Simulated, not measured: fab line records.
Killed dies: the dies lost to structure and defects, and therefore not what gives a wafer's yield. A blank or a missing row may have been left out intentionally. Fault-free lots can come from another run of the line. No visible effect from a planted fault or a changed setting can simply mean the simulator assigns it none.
fab line records	flow sky130
record: lots: 12	wafers: 36	last_day: 50
route steps=708 shown VIA3@596 CAP2M@603 PAD_OPEN@708
lots that met no fault: from a run of the same line without faults
start_h: the number of hours between the record's first day and the start of the first shown wafer of the lot	wait_h: hours elapsed since this lot's preceding step	" unchanged from the row above	L1.1+2: a row that stands for several wafers	- value missing, or start not given	* or withheld: withheld	< > ~ a bound
route shown NAME@n: a module of which the file shows steps, and the number in the route of the first	usual: mean and standard deviation over wafers with no fault	same: alike in all rows	chamber/n: place in a boat	sites: readings site by site	_std_site: the standard deviation of these	_edge_site: the outer-site mean with the inner-site mean subtracted	radius_mm: for every site, how far away it sits from the centre of the wafer	mask NAME#n: copy n	behind: tool/chamber where the wafer was last shaped	hold: what put the lot on hold/how long, in hours/how the hold closed	device: transistor that didn't switch, given as n, p or np	end of line: at the end of the route, the tests of the same wafers	a step with no rows: only its recipe	killed: dies lost to structure and defects at the first sort, not the wafer's yield	map: per-die view of a wafer (x killed, . not killed, _ where there is no die)
set.NAME: the setting as run; set.NAME@STEP: as run at that earlier step	model.NAME: the simulator's own value behind a step, which no gauge read
route steps across a sampled set of lots; one table per step, one row per wafer
services: from which hour (start_h, from the record's first day; less than 0 if before it) a tool's chamber was out of use, for how many hours, and why
== steps ==
step: SKY_VIA3_THK_MEAS_23
recipe: thk_meas_gauge: xrf	reads: W_of_VIA3_CVD_21
usual: VIA3_W_THK: 399/3.9
lot.wafer	tool	chamber	start_h	wait_h	VIA3_W_THK[nm]
L897.2	film_metro-04	-	930.96	0.1	398
L897.4	"	-	"	"	402
L897.6	"	-	"	"	391
L900.2	film_metro-01	-	960.84	0.1	405
L900.4	"	-	"	"	400
L900.5	"	-	"	"	398
L902.2	film_metro-02	-	970.20	0.1	398
L902.3	"	-	"	"	402
L902.4	"	-	"	"	395
L903.1	film_metro-01	-	988.61	0.1	399
L903.3	"	-	"	"	403
L903.6	"	-	"	"	403
L906.2	film_metro-02	-	997.17	0.1	397
L906.3	"	-	"	"	397
L906.4	"	-	"	"	405
L907.1	film_metro-02	-	1006.06	0.1	404
L907.3	"	-	"	"	399
L907.4	"	-	"	"	407
L909.2	film_metro-02	-	1021.39	0.1	400
L909.4	"	-	"	"	405
L909.6	"	-	"	"	399
L915.1	film_metro-04	-	1065.54	0.1	397
L915.3	"	-	"	"	403
L915.6	"	-	"	"	400
L916.3	film_metro-01	-	1066.85	0.1	404
L916.4	"	-	"	"	407
L916.6	"	-	"	"	401
L917.2	film_metro-04	-	1071.10	0.1	398
L917.3	"	-	"	"	396
L917.5	"	-	"	"	402
L919.2	film_metro-01	-	1098.94	0.1	389
L919.4	"	-	"	"	400
L919.6	"	-	"	"	398
L918.3	film_metro-01	-	1102.72	0.1	405
L918.5	"	-	"	"	401
L918.6	"	-	"	"	402
step: SKY_CAP2M_CVD_00
recipe: material: SiO2	target_thk_nm: 15.5	temp_c: 400	time_s: withheld	rf_w: 450
usual: heater_power_w: 710/93	rf_fwd_power_W: 442.2/2.6
lot.wafer	tool	chamber	start_h	wait_h	heater_power_w	rf_fwd_power_W
L897.2	pecvd-01	1	931.47	0.0	841	441.1
L897.4	"	2	"	"	778	436.9
L897.6	"	0	"	"	824	445.6
L900.2	pecvd-02	1	961.34	0.0	590	440.7
L900.4	"	0	"	"	917	446.8
L900.5	"	1	"	"	582	441.8
L902.2	pecvd-02	2	970.71	0.0	671	441.1
L902.3	"	0	"	"	866	443.2
L902.4	"	2	"	"	668	440.4
L903.1	pecvd-01	1	991.31	0.0	768	436.4
L903.3	"	2	"	"	696	440.4
L903.6	"	1	"	"	781	437.5
L906.2	pecvd-02	0	997.91	0.0	889	448.6
L906.3	"	2	"	"	611	442.4
L906.4	"	2	"	"	624	442.1
L907.1	pecvd-02	0	1006.57	0.0	789	442.6
L907.3	"	1	"	"	656	442.0
L907.4	"	0	"	"	772	445.2
L909.2	pecvd-04	0	1022.24	0.0	586	441.9
L909.4	"	0	"	"	570	441.9
L909.6	"	1	"	"	732	439.9
L915.1	pecvd-04	1	1066.06	0.0	645	438.8
L915.3	"	2	"	"	596	443.6
L915.6	"	0	"	"	622	443.4
L916.3	pecvd-02	2	1067.35	0.0	745	441.1
L916.4	"	2	"	"	758	443.1
L916.6	"	0	"	"	878	444.5
L917.2	pecvd-01	1	1071.60	0.0	759	437.6
L917.3	"	0	"	"	799	444.6
L917.5	"	2	"	"	745	438.7
L919.2	pecvd-04	0	1099.45	0.0	662	442.9
L919.4	"	2	"	"	673	443.3
L919.6	"	1	"	"	740	443.8
L918.3	pecvd-02	2	1103.21	0.0	625	442.6
L918.5	"	1	"	"	668	443.0
L918.6	"	2	"	"	621	442.6
step: SKY_CAP2M_OVL_MEAS_12
usual: CAP2M_OVL: 0.5/1.5
lot.wafer	tool	chamber	start_h	wait_h	CAP2M_OVL[nm]
L897.2	overlay-01	-	955.09	0.1	-0.5
L897.4	"	-	"	"	-0.7
L897.6	"	-	"	"	-1.5
L900.2	overlay-02	-	985.35	0.1	-0.5
L900.4	"	-	"	"	-2.7
L900.5	"	-	"	"	-1.3
L902.2	overlay-01	-	994.34	0.1	1.8
L902.3	"	-	"	"	0.8
L902.4	"	-	"	"	3.8
L903.1	overlay-02	-	1013.77	0.1	-1.0
L903.3	"	-	"	"	-0.3
L903.6	"	-	"	"	-0.7
L906.2	overlay-02	-	1020.88	0.1	2.6
L906.3	"	-	"	"	2.3
L906.4	"	-	"	"	3.3
L907.1	overlay-01	-	1029.52	0.1	1.5
L907.3	"	-	"	"	1.0
L907.4	"	-	"	"	0.2
L909.2	overlay-02	-	1045.00	0.1	1.2
L909.4	"	-	"	"	0.5
L909.6	"	-	"	"	-0.3
L915.1	overlay-02	-	1086.99	0.1	3.2
L915.3	"	-	"	"	2.1
L915.6	"	-	"	"	2.7
L916.3	overlay-02	-	1088.16	0.1	4.4
L916.4	"	-	"	"	2.1
L916.6	"	-	"	"	2.3
L917.2	overlay-02	-	1091.79	0.1	-0.8
L917.3	"	-	"	"	0.0
L917.5	"	-	"	"	1.0
L919.2	overlay-02	-	1118.75	0.1	-0.4
L919.4	"	-	"	"	-1.3
L919.6	"	-	"	"	1.6
L918.3	overlay-01	-	1121.28	0.1	0.9
L918.5	"	-	"	"	0.4
L918.6	"	-	"	"	2.0
step: SKY_CAP2M_METAL_ETCH_13
recipe: target_depth_nm: 220	stop_on: SiO2	chemistry: Cl2/BCl3	target: TiN	pressure_mtorr: 10	icp_w: 900	bias_w: 47.17	Cl2_flow_sccm: 60	bcl3_flow_sccm: 30	time_s: 62.9
usual: chamber_pressure_mTorr: 10.001/0.0095	drypump_motor_current_A: 5.7/0.49	oes_product_au: 0.943/0.0079	rf_fwd_power_W: 893/3.3	throttle_valve_pct: 21.900/0.0099
lot.wafer	tool	chamber	start_h	wait_h	chamber_pressure_mTorr	drypump_motor_current_A	oes_product_au	rf_fwd_power_W	rf_hours_counter_h	throttle_valve_pct
L897.2	rie_metal-02	1	955.12	0.0	10.011	5.8	0.935	889	1	21.907
L897.4	"	1	"	"	9.998	5.8	0.939	890	-	21.908
L897.6	"	1	"	"	9.986	5.8	0.929	892	-	21.898
L900.2	rie_metal-02	1	985.38	0.0	9.995	5.8	0.943	891	3	21.899
L900.4	"	1	"	"	10.006	5.8	0.930	893	-	21.928
L900.5	"	1	"	"	9.983	5.8	0.938	892	-	21.903
L902.2	rie_metal-02	1	994.40	0.0	9.993	5.8	0.952	896	-	21.895
L902.3	"	1	"	"	9.994	5.8	0.950	895	-	21.895
L902.4	"	1	"	"	10.015	5.8	0.949	896	-	21.888
L903.1	rie_metal-02	1	1013.81	0.0	9.996	5.8	0.946	894	5	21.901
L903.3	"	0	"	"	10.003	6.4	0.939	891	-	21.908
L903.6	"	0	"	"	9.992	6.4	0.951	893	-	21.901
L906.2	rie_metal-02	0	1020.91	0.0	10.009	6.4	0.951	894	9	21.906
L906.3	"	0	"	"	9.982	6.4	0.949	890	-	21.899
L906.4	"	1	"	"	8.007	5.8	0.940	892	-	21.910
L907.1	rie_metal-02	1	1029.56	0.0	8.014	5.8	0.946	890	5	21.903
L907.3	"	1	"	"	8.002	5.8	0.953	892	-	21.894
L907.4	"	1	"	"	7.996	5.8	0.948	893	-	21.892
L909.2	rie_metal-02	1	1045.03	0.0	8.003	5.8	0.939	896	7	21.898
L909.4	"	1	"	"	8.030	5.8	0.928	897	-	21.890
L909.6	"	0	"	"	10.010	6.4	0.944	891	-	21.900
L915.1	rie_metal-01	1	1087.02	0.0	10.006	5.1	0.949	887	17	21.896
L915.3	"	0	"	"	9.995	6.1	0.960	895	-	21.904
L915.6	"	1	"	"	10.011	5.1	0.943	888	-	21.902
L916.3	rie_metal-01	1	1088.21	0.0	10.004	5.1	0.935	885	-	21.911
L916.4	"	0	"	"	9.996	6.2	0.935	895	-	21.909
L916.6	"	0	"	"	9.992	6.1	0.937	892	-	21.914
L917.2	rie_metal-03	0	1091.85	0.0	10.009	5.5	0.929	895	-	21.903
L917.3	"	0	"	"	10.000	5.6	0.942	892	-	21.904
L917.5	"	0	"	"	9.992	5.5	0.932	899	-	21.912
L919.2	rie_metal-01	1	1118.78	0.0	9.976	5.1	0.956	887	19	21.901
L919.4	"	1	"	"	10.005	5.1	0.950	892	-	21.908
L919.6	"	1	"	"	9.993	5.1	0.950	890	-	21.884
L918.3	rie_metal-03	1	1121.33	0.0	9.989	5.0	0.948	893	-	21.872
L918.5	"	1	"	"	9.989	5.0	0.945	892	-	21.894
L918.6	"	0	"	"	10.016	5.6	0.955	891	-	21.906
step: SKY_PAD_OPEN_PROBE_99
usual: defect_limited_yield: 81.9/1.9	killed_at_M0_to_M3: 45/7.9	killed_at_M4_up: 2.9/1.8	killed_at_contacts: 25/5.5	killed_at_front_end: 16/4.4	killed_at_other: 0.3/0.58	killed_dies: 89/9.4	killed_open: 49/6.8	killed_short: 40/6.3	sort_bin_3_pad_short: 0.9/0.41	sort_bin_5_function: 10.8/1.5	sort_bin_6_memory: 6.4/1.2	sort_n_pass: 403/9.4	sort_yield_pct: 81.9/1.9
same: gross_dies: 492	killed_at_back_side: 0	sort_bin_4_leakage[%]: 0	sort_bin_8_speed[%]: 0
lot.wafer	tool	chamber	start_h	wait_h	defect_limited_yield[%]	killed_at_M0_to_M3	killed_at_M4_up	killed_at_contacts	killed_at_front_end	killed_at_other	killed_dies	killed_open	killed_short	sort_bin_3_pad_short[%]	sort_bin_5_function[%]	sort_bin_6_memory[%]	sort_n_pass	sort_yield_pct[%]
L897.2	prober-02	-	1074.52	0.1	83.9	32	3	19	25	0	79	35	44	0.4	8.9	6.7	413	83.9
L897.4	prober-02	-	1074.62	0.2	82.9	53	2	17	12	0	84	50	34	1.4	10.8	4.9	408	82.9
L897.6	prober-02	-	1074.72	0.2	80.3	57	4	21	15	0	97	52	45	0.8	12.6	6.3	395	80.3
L903.1	prober-02	-	1123.15	0.1	82.3	42	4	25	16	0	87	49	38	0.4	10.4	6.9	405	82.3
L903.3	prober-02	-	1123.25	0.2	82.1	49	4	22	12	1	88	44	44	1.0	13.4	3.5	404	82.1
L903.6	prober-02	-	1123.40	0.2	84.6	44	2	14	16	0	76	38	38	1.0	8.9	5.5	416	84.6
L906.2	prober-02	-	1130.85	0.1	82.3	46	2	26	13	0	87	43	43	0.4	12.0	5.3	405	82.3
L906.3	prober-02	-	1130.90	0.2	83.9	39	1	28	11	0	79	52	27	1.0	8.7	6.3	413	83.9
L906.4	prober-02	-	1130.95	0.2	83.7	27	4	33	16	0	80	45	35	1.2	7.7	7.3	412	83.7
L915.1	prober-01	-	1184.41	0.1	80.1	54	5	18	20	1	98	49	49	1.6	12.0	6.3	394	80.1
L915.3	prober-01	-	1184.51	0.2	80.1	52	3	21	21	1	98	48	49	1.0	10.4	8.5	394	80.1
L915.6	prober-01	-	1184.66	0.2	83.9	52	2	13	12	0	79	44	35	0.6	11.4	4.1	413	83.9
L916.3	prober-01	-	1186.34	0.2	77.2	53	2	36	20	1	112	56	55	0.8	14.4	7.5	380	77.2
L916.4	prober-01	-	1186.39	0.2	82.5	37	1	30	18	0	86	51	34	1.2	10.8	5.5	406	82.5
L916.6	prober-01	-	1186.49	0.2	81.9	59	2	17	11	0	89	51	38	0.2	12.4	5.5	403	81.9
L917.2	prober-01	-	1188.72	0.1	80.9	52	2	27	13	0	94	50	44	2.0	11.0	6.1	398	80.9
L917.3	prober-01	-	1188.77	0.2	79.5	56	3	25	17	0	101	52	49	1.0	12.2	7.3	391	79.5
L917.5	prober-01	-	1188.87	0.2	81.9	52	1	18	16	2	89	42	46	1.8	10.0	6.3	403	81.9
L919.2	prober-01	-	1209.57	0.1	82.5	47	2	20	17	0	86	53	33	1.2	9.8	6.5	406	82.5
L919.4	prober-01	-	1209.67	0.2	79.5	58	1	33	9	0	101	56	45	0.8	11.4	8.3	391	79.5
L919.6	prober-01	-	1209.77	0.2	81.3	39	1	34	18	0	92	54	38	0.6	11.0	7.1	400	81.3
L918.3	prober-02	-	1210.93	0.2	83.5	40	1	27	13	0	81	39	42	1.0	10.4	5.1	411	83.5
L918.5	prober-02	-	1211.03	0.2	78.9	47	1	33	21	2	104	62	40	0.8	12.6	7.7	388	78.9
L918.6	prober-02	-	1211.08	0.2	82.5	41	2	29	13	1	86	40	45	1.2	10.4	5.9	406	82.5
killed by level:class
L897.2 LI_CONTACT:geometric_particle:short=6 METAL2:geometric_particle:short=6 METAL3:geometric_particle:short=6 POLY_GATE:geometric_particle:open=5 SPACER:geometric_particle:short=5 VIA1:geometric_particle:open=5 FIELD_ISO:geometric_particle:short=4 LI_CONTACT:geometric_particle:open=4
L897.4 VIA1:geometric_particle:open=11 VIA2:geometric_particle:open=11 CONTACT:geometric_particle:open=9 METAL1:geometric_particle:short=7 VIA1:geometric_particle:short=7 FIELD_ISO:geometric_particle:open=5 CONTACT:geometric_particle:short=5 VIA2:geometric_particle:short=5
L897.6 VIA3:geometric_particle:open=14 VIA1:geometric_particle:open=10 LI_CONTACT:geometric_particle:open=9 VIA3:geometric_particle:short=9 METAL1:geometric_particle:short=7 VIA1:geometric_particle:short=6 FIELD_ISO:geometric_particle:open=5 CONTACT:geometric_particle:open=5
L903.1 VIA1:geometric_particle:open=16 CONTACT:geometric_particle:short=8 LI_CONTACT:geometric_particle:open=6 CONTACT:geometric_particle:open=6 FIELD_ISO:geometric_particle:open=5 POLY_GATE:geometric_particle:short=5 METAL1:geometric_particle:short=5 VIA2:geometric_particle:open=5
L903.3 VIA1:geometric_particle:open=11 VIA1:geometric_particle:short=9 LI_CONTACT:geometric_particle:open=7 CONTACT:geometric_particle:open=6 VIA3:geometric_particle:open=5 VIA2:geometric_particle:short=5 METAL3:geometric_particle:short=5 CONTACT:geometric_particle:short=4
L903.6 VIA1:geometric_particle:open=12 METAL2:geometric_particle:short=6 VIA3:geometric_particle:open=5 CONTACT:geometric_particle:short=5 FIELD_ISO:geometric_particle:short=4 POLY_GATE:geometric_particle:short=4 LI_CONTACT:geometric_particle:open=4 METAL1:geometric_particle:short=4
L906.2 VIA1:geometric_particle:open=9 VIA3:geometric_particle:open=9 CONTACT:geometric_particle:open=8 CONTACT:geometric_particle:short=7 VIA1:geometric_particle:short=7 METAL2:geometric_particle:short=7 LI_CONTACT:geometric_particle:open=5 METAL1:geometric_particle:short=5
L906.3 CONTACT:geometric_particle:open=14 VIA1:geometric_particle:open=10 VIA3:geometric_particle:open=7 LI_CONTACT:geometric_particle:open=6 METAL2:geometric_particle:short=5 CONTACT:geometric_particle:short=4 VIA2:geometric_particle:open=4 METAL1:geometric_particle:open=3
L906.4 CONTACT:geometric_particle:open=11 LI_CONTACT:geometric_particle:open=8 VIA1:geometric_particle:open=7 VIA2:geometric_particle:open=6 FIELD_ISO:geometric_particle:short=5 LOCAL_INTERCONNECT:geometric_particle:short=5 CONTACT:geometric_particle:short=5 METAL2:geometric_particle:short=5
L915.1 METAL1:geometric_particle:short=10 VIA2:geometric_particle:open=9 VIA1:geometric_particle:open=9 FIELD_ISO:geometric_particle:open=7 LI_CONTACT:geometric_particle:open=6 CONTACT:geometric_particle:open=6 VIA2:geometric_particle:short=6 VIA3:geometric_particle:short=6
L915.3 VIA1:geometric_particle:open=14 VIA2:geometric_particle:open=9 FIELD_ISO:geometric_particle:short=7 METAL1:geometric_particle:short=7 FIELD_ISO:geometric_particle:open=5 VIA3:geometric_particle:open=5 LI_CONTACT:geometric_particle:open=5 LI_CONTACT:geometric_particle:short=5
L915.6 VIA1:geometric_particle:open=16 FIELD_ISO:geometric_particle:open=7 LI_CONTACT:geometric_particle:open=6 VIA3:geometric_particle:open=5 METAL1:geometric_particle:short=5 VIA1:geometric_particle:short=5 FIELD_ISO:geometric_particle:short=4 VIA3:geometric_particle:short=4
L916.3 CONTACT:geometric_particle:open=14 METAL1:geometric_particle:short=11 VIA1:geometric_particle:open=11 CONTACT:geometric_particle:short=8 LI_CONTACT:geometric_particle:open=7 VIA2:geometric_particle:open=7 FIELD_ISO:geometric_particle:short=5 LOCAL_INTERCONNECT:geometric_particle:short=5
L916.4 LI_CONTACT:geometric_particle:open=11 CONTACT:geometric_particle:open=9 VIA1:geometric_particle:open=8 VIA2:geometric_particle:open=7 POLY_GATE:geometric_particle:open=6 VIA3:geometric_particle:open=6 METAL1:geometric_particle:short=5 CONTACT:geometric_particle:short=4
L916.6 VIA1:geometric_particle:open=12 VIA2:geometric_particle:open=10 METAL1:geometric_particle:short=9 VIA3:geometric_particle:open=9 CONTACT:geometric_particle:open=6 VIA2:geometric_particle:short=5 FIELD_ISO:geometric_particle:open=4 LI_CONTACT:geometric_particle:open=4
L917.2 VIA1:geometric_particle:open=12 METAL2:geometric_particle:short=10 CONTACT:geometric_particle:open=9 VIA2:geometric_particle:open=8 METAL1:geometric_particle:short=7 FIELD_ISO:geometric_particle:open=6 LI_CONTACT:geometric_particle:open=5 LI_CONTACT:geometric_particle:short=5
L917.3 VIA1:geometric_particle:open=16 CONTACT:geometric_particle:open=9 METAL1:geometric_particle:short=9 LOCAL_INTERCONNECT:geometric_particle:short=6 FIELD_ISO:geometric_particle:short=5 LI_CONTACT:geometric_particle:open=5 CONTACT:geometric_particle:short=5 METAL2:geometric_particle:short=5
L917.5 METAL2:geometric_particle:short=12 VIA1:geometric_particle:open=10 METAL1:geometric_particle:short=8 CONTACT:geometric_particle:open=8 VIA2:geometric_particle:open=7 VIA2:geometric_particle:short=4 POLY_GATE:geometric_particle:open=4 SPACER:geometric_particle:short=4
L919.2 VIA1:geometric_particle:open=10 CONTACT:geometric_particle:open=9 VIA3:geometric_particle:open=9 LI_CONTACT:geometric_particle:open=6 METAL1:geometric_particle:short=6 FIELD_ISO:geometric_particle:open=5 METAL2:geometric_particle:short=5 VIA2:geometric_particle:open=5
L919.4 VIA3:geometric_particle:open=17 VIA1:geometric_particle:short=8 LI_CONTACT:geometric_particle:open=8 CONTACT:geometric_particle:short=8 VIA2:geometric_particle:open=8 VIA1:geometric_particle:open=7 CONTACT:geometric_particle:open=7 METAL2:geometric_particle:short=7
L919.6 LI_CONTACT:geometric_particle:open=14 FIELD_ISO:geometric_particle:open=9 CONTACT:geometric_particle:open=9 VIA1:geometric_particle:open=8 VIA2:geometric_particle:open=5 LOCAL_INTERCONNECT:geometric_particle:short=5 VIA3:geometric_particle:short=5 POLY_GATE:geometric_particle:short=4
L918.3 CONTACT:geometric_particle:short=10 VIA1:geometric_particle:open=9 CONTACT:geometric_particle:open=8 METAL1:geometric_particle:short=5 VIA3:geometric_particle:open=5 VIA2:geometric_particle:open=5 POLY_GATE:geometric_particle:open=4 LOCAL_INTERCONNECT:geometric_particle:short=4
L918.5 LI_CONTACT:geometric_particle:open=14 VIA3:geometric_particle:open=10 VIA1:geometric_particle:open=10 CONTACT:geometric_particle:open=9 VIA3:geometric_particle:short=7 VIA1:geometric_particle:short=7 FIELD_ISO:geometric_particle:short=6 CONTACT:geometric_particle:short=5
L918.6 CONTACT:geometric_particle:open=11 METAL1:geometric_particle:short=7 VIA1:geometric_particle:open=7 CONTACT:geometric_particle:short=6 VIA3:geometric_particle:open=6 METAL3:geometric_particle:short=6 LOCAL_INTERCONNECT:geometric_particle:short=5 POLY_GATE:geometric_particle:short=4
== services ==
tool	chamber	start_h	hours	kind
rie_metal-02	1	918.21	-	clean
rie_metal-02	1	918.21	14.2	scheduled_down
rie_metal-02	1	918.21	14.2	vent_cycle
rie_metal-03	-	941.03	0.8	repair
pecvd-04	0	943.01	5.0	scheduled_down
pecvd-04	1	951.35	11.5	repair
rie_metal-01	-	958.34	0.7	repair
pecvd-04	-	959.95	2.8	pm
pecvd-04	0	963.57	4.1	repair
rie_metal-01	0	969.07	10.7	repair
pecvd-02	1	970.46	2.1	scheduled_down
pecvd-01	2	974.15	5.5	scheduled_down
pecvd-01	-	977.86	1.1	repair
rie_metal-03	-	986.43	14.6	pm
pecvd-01	0	986.84	-	clean
pecvd-01	0	986.84	29.5	scheduled_down
rie_metal-02	0	989.59	11.3	repair
rie_metal-02	0	1027.28	14.8	repair
pecvd-04	-	1028.10	1.3	repair
rie_metal-03	-	1043.37	1.4	pm
rie_metal-02	-	1069.62	14.6	pm
rie_metal-03	0	1087.26	4.4	repair
rie_metal-03	1	1087.68	18.5	repair
pecvd-02	0	1106.08	10.8	repair
== key ==
first_sign: step: SKY_CAP2M_METAL_ETCH_13	reading: chamber_pressure_mTorr	direction: down	sigmas: 99+	usual: 10.001	struck: 8.009
effect none on later readings
met_at SKY_CAP2M_METAL_ETCH_13
struck_lots L906,L907,L909
struck_wafers L906.4,L907.1,L907.3,L907.4,L909.2,L909.4
not_acting_at SKY_VIA3_THK_MEAS_23,SKY_CAP2M_CVD_00,SKY_CAP2M_OVL_MEAS_12
onset_between 1013.81 1020.91
fault: kind: process_parameter_drift	tool: rie_metal-02	chamber: 1	onset_h: 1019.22	steps: SKY_CAP2M_METAL_ETCH_13	channel: pressure_mtorr	offset: -2	shape: step	end_h: 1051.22	acts_in: these_recipes_only	stated: 10
